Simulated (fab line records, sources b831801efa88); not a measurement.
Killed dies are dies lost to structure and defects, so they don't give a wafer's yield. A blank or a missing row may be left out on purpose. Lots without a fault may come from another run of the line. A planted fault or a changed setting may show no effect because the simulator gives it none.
fab line records | flow gf180mcu
record lots=15 wafers=45 last_day=34
route steps=602 shown MIM@503 M5@536 V5@544
lots that met no fault: from a run of the same line without faults
start_h: hours from the record's first day to the start of the lot's first wafer shown | wait_h: hours since the lot's step before | " the same as in the row above | L1.1+2: a row that stands for several wafers | - no value, or no start given | * or withheld: withheld | < > ~ a bound
route shown NAME@n: a module of which the file shows steps, and the number in the route of the first | usual: mean/standard deviation of fault-free wafers | same: alike in all rows | chamber/n: place in a boat | sites: the reading at each site | _std_site: their standard deviation | _edge_site: outer sites' mean less inner sites' | radius_mm: how far each site lies from the wafer's centre | mask NAME#n: copy n | behind: the tool/chamber that last shaped the wafer | hold: why the lot was held/for how many hours/how that ended | device: the transistor (n, p or np) that didn't switch | end of line: the same wafers' tests at the end of the route | a step without rows: its recipe alone | killed: dies lost to structure and defects at the first sort, not the wafer's yield | map: a wafer's dies, x killed, . not, _ none there
set.NAME: the setting as run; set.NAME@STEP: as run at that earlier step | model.NAME: the simulator's own value behind a step, which no gauge read
steps of the route over a sample of lots; a table a step, a row a wafer
services: from which hour (start_h, from the record's first day; less than 0 if before it) a tool's chamber was out of use, for how many hours, and why
## steps
# step GF_MIM_SPUTTER_00
# recipe material=Ti target_thk_nm=37.5 arriving_ion_energy_ev=80 substrate_temp_c=200 chamber_pressure_pa=2 power_w=4000 time_s=150
# usual chamber_pressure_pa=2.000/0.0041 throttle_valve_pct=30.4/0.78
# columns lot.wafer tool chamber start_h wait_h chamber_pressure_pa throttle_valve_pct
L321.3 pvd_sputter-02 - 554.98 0.1 1.998 31.8
L321.5 " - " " 2.002 30.2
L321.6 " - " " 2.003 31.9
L322.3 pvd_sputter-03 - 568.31 0.2 2.001 30.8
L322.5 " - " " 2.001 30.8
L322.6 " - " " 1.991 30.3
L323.2 pvd_sputter-04 - 583.36 0.2 1.999 29.8
L323.4 " - " " 1.999 29.3
L323.6 " - " " 1.997 29.7
L325.2 pvd_sputter-03 - 599.19 0.1 1.998 30.6
L325.4 " - " " 1.995 31.4
L325.6 " - " " 1.996 30.8
L326.1 pvd_sputter-03 - 605.60 0.1 1.997 30.5
L326.2 " - " " 1.998 31.0
L326.4 " - " " 2.004 31.0
L327.1 pvd_sputter-03 - 616.32 0.1 1.996 30.7
L327.3 " - " " 1.994 31.5
L327.6 " - " " 2.004 30.8
L328.1 pvd_sputter-02 - 620.63 0.2 1.990 30.4
L328.2 " - " " 2.003 29.0
L328.6 " - " " 2.000 30.5
L329.1 pvd_sputter-02 - 626.30 0.1 1.998 30.3
L329.2 " - " " 1.996 31.7
L329.3 " - " " 2.004 30.4
L330.2 pvd_sputter-02 - 637.08 0.1 2.007 31.5
L330.5 " - " " 2.005 31.9
L330.6 " - " " 2.002 29.2
L332.1 pvd_sputter-04 - 665.30 0.1 1.995 29.6
L332.3 " - " " 1.999 29.8
L332.4 " - " " 1.998 31.4
L333.2 pvd_sputter-04 - 668.41 0.1 2.004 29.6
L333.4 " - " " 2.001 29.9
L333.5 " - " " 1.999 31.3
L337.2 pvd_sputter-03 - 695.60 0.2 1.998 31.4
L337.3 " - " " 2.001 30.4
L337.5 " - " " 2.003 30.8
L338.1 pvd_sputter-02 - 699.21 0.1 2.002 29.3
L338.3 " - " " 2.007 30.4
L338.5 " - " " 1.996 32.0
L339.1 pvd_sputter-03 - 700.32 0.2 1.997 30.6
L339.4 " - " " 1.998 30.4
L339.6 " - " " 2.006 31.2
L344.1 pvd_sputter-04 - 736.62 0.2 1.996 29.7
L344.2 " - " " 1.996 31.0
L344.6 " - " " 2.000 31.3
# step GF_MIM_SPUTTER_09
# recipe material=TiN target_thk_nm=35 power_w=6500 time_s=29.2 chamber_pressure_pa=0.4
# usual chamber_pressure_pa=0.3999/0.0008 throttle_valve_pct=30.4/0.79
# columns lot.wafer tool chamber start_h wait_h chamber_pressure_pa throttle_valve_pct
L321.3 pvd_sputter-04 - 555.36 0.0 0.4002 29.7
L321.5 " - " " 0.4008 29.4
L321.6 " - " " 0.3989 30.0
L322.3 pvd_sputter-04 - 568.69 0.0 0.4003 30.0
L322.5 " - " " 0.4009 29.2
L322.6 " - " " 0.4000 29.8
L323.2 pvd_sputter-02 - 583.76 0.0 0.4006 30.5
L323.4 " - " " 0.4003 30.5
L323.6 " - " " 0.4008 29.0
L325.2 pvd_sputter-02 - 599.57 0.0 0.4001 29.3
L325.4 " - " " 0.4000 29.1
L325.6 " - " " 0.4002 30.2
L326.1 pvd_sputter-02 - 605.98 0.0 0.4006 30.6
L326.2 " - " " 0.4008 30.3
L326.4 " - " " 0.3994 32.1
L327.1 pvd_sputter-04 - 616.71 0.0 0.3978 31.3
L327.3 " - " " 0.3992 29.9
L327.6 " - " " 0.3989 29.9
L328.1 pvd_sputter-03 - 621.01 0.0 0.4005 31.4
L328.2 " - " " 0.4008 30.5
L328.6 " - " " 0.3996 30.6
L329.1 pvd_sputter-03 - 626.68 0.0 0.4004 31.5
L329.2 " - " " 0.3992 30.8
L329.3 " - " " 0.4007 30.6
L330.2 pvd_sputter-02 - 637.46 0.0 0.3999 29.2
L330.5 " - " " 0.3994 29.1
L330.6 " - " " 0.4003 32.0
L332.1 pvd_sputter-03 - 665.68 0.0 0.4005 30.4
L332.3 " - " " 0.4013 30.5
L332.4 " - " " 0.4004 31.3
L333.2 pvd_sputter-02 - 668.79 0.0 0.4001 29.0
L333.4 " - " " 0.4000 32.0
L333.5 " - " " 0.4013 30.6
L337.2 pvd_sputter-04 - 695.99 0.0 0.3997 29.8
L337.3 " - " " 0.4000 31.4
L337.5 " - " " 0.3991 29.8
L338.1 pvd_sputter-04 - 699.60 0.0 0.3978 29.5
L338.3 " - " " 0.4006 31.2
L338.5 " - " " 0.4000 29.8
L339.1 pvd_sputter-04 - 700.70 0.0 0.4006 29.3
L339.4 " - " " 0.3996 29.8
L339.6 " - " " 0.4006 29.3
L344.1 pvd_sputter-03 - 737.00 0.0 0.4009 31.3
L344.2 " - " " 0.4004 30.7
L344.6 " - " " 0.4005 31.4
# step GF_M5_METAL_ETCH_10
# recipe chemistry=Cl2/BCl3 mask_material=KrF target_depth_nm=627.5 stop_on=SiO2 pressure_mtorr=8 icp_w=800 bias_w=140 Cl2_flow_sccm=80 bcl3_flow_sccm=40 time_s=104.6
# usual bcl3_flow_sccm=40.00/0.11 bias_w=140.0/0.45 drypump_motor_current_A=5.6/0.39 oes_product_au=0.967/0.0079 throttle_valve_pct=28.254/0.011
# columns lot.wafer tool chamber start_h wait_h bcl3_flow_sccm bias_w drypump_motor_current_A oes_product_au rf_hours_counter_h throttle_valve_pct
L321.3 rie_metal-01 1 599.43 0.0 39.94 139.8 6.0 0.951 - 28.264
L321.5 " 0 " " 40.02 140.0 5.5 0.957 - 28.271
L321.6 " 1 " " 39.92 139.7 6.0 0.952 - 28.275
L322.3 rie_metal-03 0 611.91 0.0 39.89 139.8 6.0 0.981 - 28.263
L322.5 " 0 " " 39.90 139.5 6.0 0.967 - 28.240
L322.6 " 1 " " 40.11 139.8 5.5 0.961 - 28.252
L323.2 rie_metal-04 0 625.78 0.0 39.98 140.3 4.9 0.971 5.4 28.249
L323.4 " 0 " " 40.08 139.9 4.9 0.967 - 28.248
L323.6 " 1 " " 39.95 140.7 5.8 0.969 - 28.229
L325.2 rie_metal-03 0 659.44 0.0 39.93 139.8 6.0 0.975 - 28.244
L325.4 " 0 " " 40.11 139.8 6.0 0.979 - 28.237
L325.6 " 0 " " 40.02 139.9 6.0 0.976 - 28.244
L326.1 rie_metal-04 1 662.40 0.0 39.97 139.9 5.9 0.956 5.1 28.263
L326.2 " 0 " " 39.97 139.9 4.9 0.970 6.2 28.258
L326.4 " 1 " " 39.91 140.4 5.8 0.961 - 28.246
L327.1 rie_metal-04 1 665.52 0.0 39.98 139.5 5.8 0.977 5.4 28.246
L327.3 " 0 " " 40.03 139.7 4.9 0.972 - 28.250
L327.6 " 1 " " 40.04 139.4 5.8 0.971 - 28.258
L328.1 rie_metal-03 0 667.56 0.0 40.01 140.0 6.0 0.965 5.5 28.268
L328.2 " 0 " " 39.98 140.2 6.0 0.963 - 28.240
L328.6 " 0 " " 39.83 139.8 6.0 0.964 - 28.248
L329.1 rie_metal-01 1 667.80 0.0 40.00 139.6 6.0 0.960 5.1 28.243
L329.2 " 0 " " 40.12 140.3 5.5 0.960 5.9 28.260
L329.3 " 1 " " 40.02 139.7 6.0 0.966 - 28.272
L330.2 rie_metal-04 0 668.04 0.0 39.90 140.8 4.9 0.966 6.8 28.252
L330.5 " 1 " " 40.08 139.6 5.8 0.958 - 28.264
L330.6 " 0 " " 39.97 140.4 4.9 0.963 - 28.255
L332.1 rie_metal-03 0 695.65 0.0 40.03 139.8 6.1 0.968 7.1 28.242
L332.3 " 1 " " 40.02 140.7 5.5 0.956 - 28.261
L332.4 " 0 " " 39.94 140.5 6.0 0.966 - 28.275
L333.2 rie_metal-01 1 703.15 0.0 40.03 139.8 6.0 0.967 6.2 28.248
L333.4 " 1 " " 39.92 139.7 6.0 0.967 - 28.261
L333.5 " 1 " " 39.79 139.9 6.0 0.957 - 28.255
L337.2 rie_metal-01 1 731.25 0.0 - - - - - -
L337.3 " 1 " " - - - - - -
L337.5 " 1 " " - - - - - -
L339.1 rie_metal-01 0 736.79 0.0 - - - - - -
L339.4 " 0 " " - - - - - -
L339.6 " 1 " " - - - - - -
L338.1 rie_metal-03 1 736.82 0.0 - - - - - -
L338.3 " 1 " " - - - - - -
L338.5 " 0 " " - - - - - -
L344.1 rie_metal-04 1 770.89 0.0 40.23 140.2 5.8 0.977 10.1 28.251
L344.2 " 0 " " 39.91 140.0 4.9 0.974 10.7 28.256
L344.6 " 0 " " 40.04 139.9 4.9 0.978 - 28.253
# step GF_M5_STRIP_11
# recipe chemistry=O2/N2 power_w=1400 pressure_mtorr=1500 platen_temp_c=250 o2_flow_sccm=3000 n2_flow_sccm=300 overash_fraction=0.5
# usual drypump_motor_current_A=5.9/0.39 heater_power_w=323/31 oes_product_au=0.543/0.0056 strip_time_to_endpoint_s=7.53/0.064
# columns lot.wafer tool chamber start_h wait_h drypump_motor_current_A heater_power_w oes_product_au rf_hours_counter_h strip_time_to_endpoint_s
L321.3 plasma_asher-04 0 599.54 0.1 6.0 346 0.550 - 7.65
L321.5 " 0 " " 6.0 364 0.549 - 7.56
L321.6 " 1 " " 5.7 325 0.552 - 7.63
L322.3 plasma_asher-01 0 612.02 0.1 5.5 352 0.543 - 7.50
L322.5 " 0 " " 5.4 363 0.551 - 7.52
L322.6 " 1 " " 6.6 319 0.541 - 7.52
L323.2 plasma_asher-04 0 625.90 0.1 6.0 368 0.535 52 7.40
L323.4 " 0 " " 6.0 366 0.528 - 7.39
L323.6 " 1 " " 5.7 319 0.544 - 7.52
L325.2 plasma_asher-01 1 659.63 0.1 6.6 308 0.542 100 7.47
L325.4 " 0 " " 5.5 368 0.539 - 7.51
L325.6 " 0 " " 5.5 370 0.543 - 7.54
L326.1 plasma_asher-03 0 662.51 0.1 6.2 285 0.541 92 7.54
L326.2 " 1 " " 5.4 310 0.544 92 7.45
L326.4 " 0 " " 6.2 279 0.543 - 7.55
L327.1 plasma_asher-03 1 665.63 0.1 5.4 301 0.551 92 7.52
L327.3 " 1 " " 5.4 308 0.529 - 7.36
L327.6 " 1 " " 5.4 315 0.542 - 7.50
L328.1 plasma_asher-04 1 667.79 0.2 5.7 314 0.534 55 7.56
L328.2 " 0 " " 6.0 362 0.542 55 7.53
L328.6 " 1 " " 5.8 316 0.537 - 7.53
L329.1 plasma_asher-01 1 667.91 0.1 6.6 307 0.556 103 7.59
L329.2 " 0 " " 5.5 373 0.544 103 7.54
L329.3 " 0 " " 5.5 357 0.546 - 7.60
L330.2 plasma_asher-03 0 668.15 0.1 6.2 288 0.535 93 7.47
L330.5 " 1 " " 5.4 316 0.544 - 7.57
L330.6 " 0 " " 6.2 282 0.531 - 7.43
L332.1 plasma_asher-03 0 695.76 0.1 6.2 282 0.548 96 7.54
L332.3 " 1 " " 5.4 305 0.540 - 7.55
L332.4 " 0 " " 6.2 276 0.548 - 7.55
L333.2 plasma_asher-04 1 703.26 0.1 5.7 320 0.541 59 7.58
L333.4 " 1 " " 5.7 330 0.552 - 7.62
L333.5 " 0 " " 6.0 367 0.547 - 7.64
L337.2 plasma_asher-03 0 731.36 0.1 6.2 283 0.643 100 9.98
L337.3 " 0 " " 6.3 277 0.646 - 9.97
L337.5 " 1 " " 5.4 307 0.643 - 9.95
L339.1 plasma_asher-04 1 736.90 0.1 5.7 323 0.640 63 9.95
L339.4 " 0 " " 6.0 367 0.644 - 9.97
L339.6 " 0 " " 6.0 368 0.640 - 9.96
L338.1 plasma_asher-03 1 736.93 0.1 5.5 310 0.644 100 9.95
L338.3 " 1 " " 5.4 310 0.645 - 9.96
L338.5 " 0 " " 6.2 277 0.645 - 9.95
L344.1 plasma_asher-04 1 771.00 0.1 5.7 318 0.537 66 7.50
L344.2 " 0 " " 6.0 369 0.542 66 7.41
L344.6 " 0 " " 6.0 370 0.538 - 7.36
# step GF_V5_CMP_04
# recipe material=SiO2 down_force_psi=4 platen_rpm=60 pad_velocity_m_s=0.94248
# usual motor_current_A=12.3/1.2 platen_rpm=60.00/0.041
# columns lot.wafer tool chamber start_h wait_h motor_current_A platen_rpm
L321.3 cmp-02 0 600.36 0.1 11.1 60.06
L321.6 " 0 " " 11.8 60.03
L321.5 " 1 " " 11.9 59.96
L322.3 cmp-02 3 612.90 0.1 13.6 60.01
L322.6 " 2 " " 12.7 60.02
L322.5 " 3 " " 14.0 60.04
L323.2 cmp-01 2 626.72 0.0 13.3 60.08
L323.4 " 0 " " 13.7 59.99
L323.6 " 3 " " 12.0 59.90
L325.2 cmp-02 1 660.46 0.0 12.3 59.94
L325.4 " 0 " " 12.0 60.09
L325.6 " 2 " " 12.9 60.00
L326.4 cmp-01 2 663.88 0.1 13.2 60.04
L326.2 " 3 " " 12.0 60.05
L326.1 " 0 " " 13.0 59.95
L327.1 cmp-02 2 666.45 0.1 12.5 60.01
L327.3 " 1 " " 11.6 60.03
L327.6 " 3 " " 13.7 60.04
L328.2 cmp-02 3 668.59 0.0 13.5 60.01
L328.1 " 1 " " 12.6 60.00
L328.6 " 0 " " 11.4 60.02
L329.2 cmp-01 0 668.76 0.0 13.3 59.96
L329.3 " 1 " " 9.8 60.00
L329.1 " 3 " " 12.2 60.00
L330.2 cmp-02 2 669.03 0.0 12.1 60.02
L330.5 " 2 " " 12.1 60.05
L330.6 " 3 " " 14.4 59.94
L332.3 cmp-02 0 696.65 0.1 11.4 59.96
L332.4 " 1 " " 11.7 60.05
L332.1 " 2 " " 12.0 60.03
L333.2 cmp-01 1 704.06 0.0 10.1 60.05
L333.4 " 3 " " 12.3 59.98
L333.5 " 1 " " 9.8 60.08
L344.1 cmp-01 2 771.86 0.1 12.9 60.03
L344.2 " 3 " " 11.8 60.00
L344.6 " 2 " " 13.3 59.93
## services
# columns tool chamber start_h hours kind
cmp-02 - 535.01 0.7 repair
pvd_sputter-02 - 543.77 2.3 repair
rie_metal-03 - 557.71 0.6 repair
cmp-01 - 571.63 4.1 pm
cmp-02 - 572.29 4.0 pm
rie_metal-01 - 575.38 1.4 pm
cmp-01 - 578.41 0.4 repair
cmp-02 - 587.66 2.7 repair
plasma_asher-04 - 595.70 2.9 repair
rie_metal-03 - 602.07 2.8 pm
plasma_asher-04 - 609.01 4.2 repair
cmp-01 - 609.30 2.1 repair
plasma_asher-03 - 611.73 1.6 repair
cmp-02 - 623.65 12.1 pm
cmp-01 - 629.98 3.9 repair
cmp-02 - 641.59 1.4 repair
cmp-01 - 645.26 3.0 repair
pvd_sputter-02 - 656.16 12.5 repair
plasma_asher-03 - 662.75 2.8 pm
plasma_asher-04 - 673.52 1.5 repair
cmp-02 - 679.05 6.9 pm
cmp-02 - 722.00 2.3 repair
plasma_asher-04 - 767.98 2.8 pm
cmp-02 - 768.57 1.4 repair
## key
first_sign step=GF_M5_METAL_ETCH_10 reading=tool_record direction=missing
effect step=GF_M5_STRIP_11 reading=strip_time_to_endpoint_s direction=up sigmas=38 usual=* struck=*
met_at GF_M5_METAL_ETCH_10
struck_lots L337,L338,L339
later_rows_left_out L337.2,L337.3,L337.5,L338.1,L338.3,L338.5,L339.1,L339.4,L339.6
sort_left_out L337.2,L337.3,L337.5,L338.1,L338.3,L338.5,L339.1,L339.4,L339.6
not_acting_at GF_MIM_SPUTTER_00,GF_MIM_SPUTTER_09,GF_V5_CMP_04
onset_between 703.15 731.25
fault kind=skipped_step_whole tool=rie_metal-01,rie_metal-03 chamber=- onset_h=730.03 steps=GF_M5_METAL_ETCH_10 scope=struck_lots_only
# sort_left_out: the simulated sort isn't trusted on such a fault, so these wafers' sort isn't shown, and their yield isn't known
# later_rows_left_out: the simulator's readings of these wafers behind a module that went badly wrong aren't trusted and aren't shown, but for the sort
